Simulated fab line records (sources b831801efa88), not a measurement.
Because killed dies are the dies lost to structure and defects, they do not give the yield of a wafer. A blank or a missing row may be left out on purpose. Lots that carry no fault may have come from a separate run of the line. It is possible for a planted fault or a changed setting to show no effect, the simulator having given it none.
Struck lot and sound lot, side by side || flow sky130 || 15 out of 708 route steps
Sound: these wafers, L694.1, L694.4, L694.6. Struck: wafers L687.1, L687.2, L687.6. Last of all comes the cause.
For every step that has rows: the tool of each side, followed by ch and its chambers, followed by its first start. Under that, the readings that differ: sound wafers || struck wafers || difference of the means || sigmas: that difference in standard deviations of wafers without a fault.
alike: a reading whose means differ by less than 2 such deviations, as well as words and numbers matching on both sides. not compared: withheld readings; readings where some wafer has no value; bounds like >300 that might hide an equal value; numbers whose values overlap and for which the record gives no deviation.
Wherever a step has rows on one side only, a row that says differs or no value, or a row with sigmas, the two part there. Numbers that don't overlap but have no deviation are shown without sigmas and don't part them. Lack of a reading on every wafer of one side parts them only where that side has two or more wafers.

first, 5 steps without rows for these wafers: SKY_VT_ADJUST_LVTN_COAT_02 (resist thk 3000 nm); SKY_VT_ADJUST_LVTN_SOFTBAKE_03; SKY_VT_ADJUST_LVTN_EXPOSE_04 (exposes mask NWM COMPLEMENT LESS NATIVE, target cd 840 nm); SKY_VT_ADJUST_LVTN_PEB_05; SKY_VT_ADJUST_LVTN_DEVELOP_06 (develop time 60 s).
SKY_VT_ADJUST_LVTN_OVL_MEAS_07:
  sound on overlay-01 at day 12 20:29; struck on overlay-01 at day 11 01:07
  alike: VT_ADJUST_LVTN_OVL
next, for these wafers, 1 step has no rows: SKY_VT_ADJUST_LVTN_IMPLANT_08.
SKY_VT_ADJUST_LVTN_STRIP_09: strips in O2/N2.
  sound on plasma asher-02 ch 0, day 12 20:46; struck on plasma asher-04 ch 0,1, day 11 01:19
{"reading": "drypump motor current A (A)", "sound": "6.4 6.4 6.4", "struck": "5.1 5.1 5.1", "difference": -1.3, "sigmas": -2}
  alike: oes product au, strip time to endpoint s
  not compared: rf hours counter h
SKY_VT_ADJUST_LVTN_TW_MEAS_10:
  sound on film metro-01 at day 12 20:52; struck on film metro-02 at day 11 01:25
  alike: VT_ADJUST_LVTN_TW
then, 3 steps without rows for these wafers: SKY_VT_ADJUST_LVTN_DEHYDRATE_11 (time 60 s); SKY_VT_ADJUST_LVTN_HMDS_12 (prime time 60 s); SKY_VT_ADJUST_LVTN_COAT_13 (resist thk 1140 nm).
SKY_VT_ADJUST_LVTN_SOFTBAKE_14: time 60 s.
  sound on litho track-02 ch 0, day 13 10:03; struck on litho track-04 ch 0, day 11 12:59
{"reading": "run length s (s)", "sound": "89.00 89.04 89.05", "struck": "98.60 98.75 98.45", "difference": "+9.57", "sigmas": "+68"}
then, 1 step without rows for these wafers: SKY_VT_ADJUST_LVTN_EXPOSE_15 (exposes mask HVN STD DERIVED, target cd 600 nm).
-- record jumps: 38 days separate the struck wafers' starts on either side; left off in module VT_ADJUST_LVTN, taken up again in module PAD_OPEN, whose first shown step is the route's number 708 --
SKY_PAD_OPEN_PROBE_99:
  the record has rows for the struck wafers here (prober-02, day 49 14:29) and none for the sound ones

WHERE THEY PART
At SKY_VT_ADJUST_LVTN_STRIP_09 first; at SKY_PAD_OPEN_PROBE_99 last (within this record only).

WHY: what had been put in by the simulator
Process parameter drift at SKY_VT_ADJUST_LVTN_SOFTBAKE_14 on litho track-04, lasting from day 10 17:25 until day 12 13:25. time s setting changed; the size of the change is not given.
